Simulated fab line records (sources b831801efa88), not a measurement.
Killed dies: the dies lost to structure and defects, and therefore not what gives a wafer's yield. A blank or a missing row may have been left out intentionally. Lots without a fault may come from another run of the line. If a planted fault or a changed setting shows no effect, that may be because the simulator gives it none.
The tool behind it: which one? | flow sky130 | 30 wafers from 10 lots sampled at 5 of the route's 708 steps

WHAT THE GAUGES READ, wafer by wafer
SKY_VIA2_THK_MEAS_01. Usual: for VIA2_HDPCVD_THK the level is 1175 nm and the standard deviation is 16.
lot  | measured     | on            | VIA2_HDPCVD_THK (nm) | flag
L948 | day 36 02:34 | film-metro-02 | 1178 1150 1165       |
L949 | day 36 11:32 | film-metro-04 | 1206 1170 1180       |
L950 | day 36 12:00 | film-metro-04 | 1150 1164 1192       |
L953 | day 37 22:42 | film-metro-02 | 1198 1164 1174       |
L954 | day 38 00:28 | film-metro-04 | 1153 1202 1159       |
L956 | day 38 11:27 | film-metro-04 | 1157 1179 1172       |
L959 | day 39 12:07 | film-metro-04 | 1177 1185 1153       |
L960 | day 39 15:44 | film-metro-02 | 1163 1162 1160       |
L968 | day 42 09:57 | film-metro-02 | 1187 1192 1175       |
L969 | day 42 16:34 | film-metro-04 | 1192 1207 1186       |

TOOL THAT RAN EACH LOT (tool first, then ch and the chambers of the sampled wafers, then the start)
lot  | SKY_VIA1_ETCH_14                   | SKY_VIA1_ETCH_15                   | SKY_METAL2_METAL_ETCH_19          | SKY_METAL2_STRIP_20
L948 | rie-diel-04 ch 1,3, day 34 21:34   | rie-diel-04 ch 1,3, day 34 21:36   | rie-metal-02 ch 0,1, day 36 01:44 | plasma-asher-03 ch 0,1, day 36 01:50
L949 | rie-diel-04 ch 1,3, day 35 06:51   | rie-diel-04 ch 1,3, day 35 06:53   | rie-metal-04 ch 1, day 36 10:40   | plasma-asher-03 ch 0,1, day 36 10:49
L950 | rie-diel-02 ch 0,1,2, day 35 07:29 | rie-diel-02 ch 0,1,2, day 35 07:32 | rie-metal-03 ch 0,1, day 36 11:11 | plasma-asher-04 ch 0,1, day 36 11:17
L953 | rie-diel-04 ch 0,1, day 36 17:10   | rie-diel-04 ch 0,1, day 36 17:12   | rie-metal-02 ch 0,1, day 37 21:54 | plasma-asher-01 ch 1, day 37 21:59
L954 | rie-diel-03 ch 1,2, day 36 19:51   | rie-diel-03 ch 1,2, day 36 19:53   | rie-metal-04 ch 0,1, day 37 23:39 | plasma-asher-01 ch 0,1, day 37 23:44
L956 | rie-diel-04 ch 0,1, day 37 06:43   | rie-diel-04 ch 0,1, day 37 06:45   | rie-metal-04 ch 0,1, day 38 10:38 | plasma-asher-03 ch 0,1, day 38 10:44
L959 | rie-diel-03 ch 1,2, day 38 08:44   | rie-diel-03 ch 1,2, day 38 08:47   | rie-metal-04 ch 0,1, day 39 11:16 | plasma-asher-04 ch 0,1, day 39 11:22
L960 | rie-diel-04 ch 1,2, day 38 12:57   | rie-diel-04 ch 1,2, day 38 12:59   | rie-metal-04 ch 0,1, day 39 14:56 | plasma-asher-01 ch 0,1, day 39 15:01
L968 | rie-diel-04 ch 0,2,3, day 41 07:40 | rie-diel-04 ch 0,2,3, day 41 07:42 | rie-metal-03 ch 0,1, day 42 09:08 | plasma-asher-03 ch 0,1, day 42 09:14
L969 | rie-diel-03 ch 0,1,3, day 41 14:02 | rie-diel-03 ch 0,1,3, day 41 14:05 | rie-metal-04 ch 0,1, day 42 15:37 | plasma-asher-03 ch 0,1, day 42 15:43
- SKY_VIA1_ETCH_14: etches BARC in N2/H2, stops on SiO2, time 45.9 s, target depth 60 nm.
- SKY_VIA1_ETCH_15: etches SiO2 in C4F8/O2/Ar, stops on TiN, target depth 351 nm, time 54 s.
- SKY_METAL2_METAL_ETCH_19: etches the open film in Cl2/BCl3, stops on SiO2, target depth 360 nm, time 78 s.
- SKY_METAL2_STRIP_20: strips in O2/N2.

WHAT THE TOOLS THEMSELVES READ (means of the sampled wafers that have a number; where no wafer has one, the mark that the record gives instead)
SKY_VIA1_ETCH_14. Usual: bias-w 100.00 W, standard deviation 0.3; drypump-motor-current-A 5.7 A, standard deviation 0.56; oes-product-au 0.855 a.u., standard deviation 0.005; throttle-valve-pct 13.225 %, standard deviation 0.0091.
lot  | tool        | bias-w (W) | drypump-motor-current-A (A) | oes-product-au (a.u.) | throttle-valve-pct (%) | flag
L948 | rie-diel-04 | 100.37     | 5.1                         | 0.858                 | 13.224                 |
L949 | rie-diel-04 | 99.83      | 5.1                         | 0.852                 | 13.220                 |
L950 | rie-diel-02 | 100.05     | 5.5                         | 0.859                 | 13.227                 |
L953 | rie-diel-04 | 99.93      | 5.7                         | 0.856                 | 13.223                 |
L954 | rie-diel-03 | 99.65      | 6.4                         | 0.858                 | 13.222                 |
L956 | rie-diel-04 | 99.80      | 5.7                         | 0.853                 | 13.228                 |
L959 | rie-diel-03 | 99.78      | 6.4                         | 0.854                 | 13.230                 |
L960 | rie-diel-04 | 99.91      | 5.6                         | 0.861                 | 13.235                 |
L968 | rie-diel-04 | 100.16     | 5.7                         | 0.854                 | 13.210                 |
L969 | rie-diel-03 | 99.92      | 6.2                         | 0.852                 | 13.225                 |

SKY_VIA1_ETCH_15. Usual: bias-w 1200 W, standard deviation 3.5; oes-product-au 0.978 a.u., standard deviation 0.0077.
lot  | tool        | bias-w (W) | oes-product-au (a.u.) | flag
L948 | rie-diel-04 | 1199       | 0.979                 |
L949 | rie-diel-04 | 1202       | 0.974                 |
L950 | rie-diel-02 | 1197       | 0.967                 |
L953 | rie-diel-04 | 1202       | 0.984                 |
L954 | rie-diel-03 | 1197       | 0.978                 |
L956 | rie-diel-04 | 1197       | 0.979                 |
L959 | rie-diel-03 | 1200       | 0.985                 |
L960 | rie-diel-04 | 1203       | 0.976                 |
L968 | rie-diel-04 | 1202       | 0.976                 |
L969 | rie-diel-03 | 1197       | 0.982                 |

SKY_METAL2_METAL_ETCH_19. Usual: bias-w 48.51 W, standard deviation 0.16; drypump-motor-current-A 5.9 A, standard deviation 0.49; he-backside-leak-sccm 3.35 sccm, standard deviation 0.16; oes-product-au 0.854 a.u., standard deviation 0.0069; throttle-valve-pct 22.264 %, standard deviation 0.0087.
lot  | tool         | bias-w (W) | drypump-motor-current-A (A) | he-backside-leak-sccm (sccm) | oes-product-au (a.u.) | throttle-valve-pct (%) | flag
L948 | rie-metal-02 | 48.28      | 5.7                         | 3.35                         | 0.852                 | 22.276                 |
L949 | rie-metal-04 | 48.53      | 5.6                         | 3.54                         | 0.848                 | 22.255                 |
L950 | rie-metal-03 | 48.49      | 5.6                         | 3.23                         | 0.858                 | 22.257                 |
L953 | rie-metal-02 | 48.51      | 5.7                         | 3.45                         | 0.851                 | 22.265                 |
L954 | rie-metal-04 | 48.79      | 6.4                         | 3.41                         | 0.855                 | 22.265                 |
L956 | rie-metal-04 | 48.61      | 6.4                         | 3.41                         | 0.850                 | 22.266                 |
L959 | rie-metal-04 | 56.44      | 6.0                         | 3.46                         | 0.850                 | 22.268                 | OFF
L960 | rie-metal-04 | 56.62      | 6.0                         | 3.23                         | 0.844                 | 22.270                 | OFF
L968 | rie-metal-03 | 48.46      | 5.5                         | 3.06                         | 0.853                 | 22.255                 |
L969 | rie-metal-04 | 48.50      | 6.4                         | 3.36                         | 0.853                 | 22.263                 |

SKY_METAL2_STRIP_20. Usual: drypump-motor-current-A 5.92 A, standard deviation 0.27; oes-product-au 0.343 a.u., standard deviation 0.0057; strip-time-to-endpoint-s 2.71 s, standard deviation 0.049.
lot  | tool            | drypump-motor-current-A (A) | oes-product-au (a.u.) | strip-time-to-endpoint-s (s) | flag
L948 | plasma-asher-03 | 5.87                        | 0.337                 | 2.69                         |
L949 | plasma-asher-03 | 6.03                        | 0.340                 | 2.64                         |
L950 | plasma-asher-04 | 6.19                        | 0.347                 | 2.69                         |
L953 | plasma-asher-01 | 5.46                        | 0.348                 | 2.77                         |
L954 | plasma-asher-01 | 5.59                        | 0.342                 | 2.71                         |
L956 | plasma-asher-03 | 6.03                        | 0.347                 | 2.70                         |
L959 | plasma-asher-04 | 6.16                        | 0.337                 | 2.53                         | OFF
L960 | plasma-asher-01 | 5.59                        | 0.331                 | 2.52                         | OFF
L968 | plasma-asher-03 | 6.03                        | 0.344                 | 2.69                         |
L969 | plasma-asher-03 | 6.03                        | 0.341                 | 2.68                         |

THE ANSWER, worked out from the rows above alone
Rule: take the mean of a lot's wafers that have a number; if it is more than 3 standard deviations from the usual mean, the lot is off. A lot without any number at a reading at which 4 lots or more have one is off too. All remaining lots with rows at the step are treated as sound. The gauges are gone through in route order, then the tools' own readings, and for those a lot's mean is taken as printed above. At the first step where some lot is off, the reading lying furthest off is the one used; lots without a number count as furthest.
Off: L959, L960 (SKY_METAL2_METAL_ETCH_19, bias-w).
If a tool, at that step or one of the process steps before it, ran each lot that is off and ran no sound lot following the first of them, it fits. Not one of the candidates tried fits.

WHAT WAS PUT IN BY THE SIMULATOR
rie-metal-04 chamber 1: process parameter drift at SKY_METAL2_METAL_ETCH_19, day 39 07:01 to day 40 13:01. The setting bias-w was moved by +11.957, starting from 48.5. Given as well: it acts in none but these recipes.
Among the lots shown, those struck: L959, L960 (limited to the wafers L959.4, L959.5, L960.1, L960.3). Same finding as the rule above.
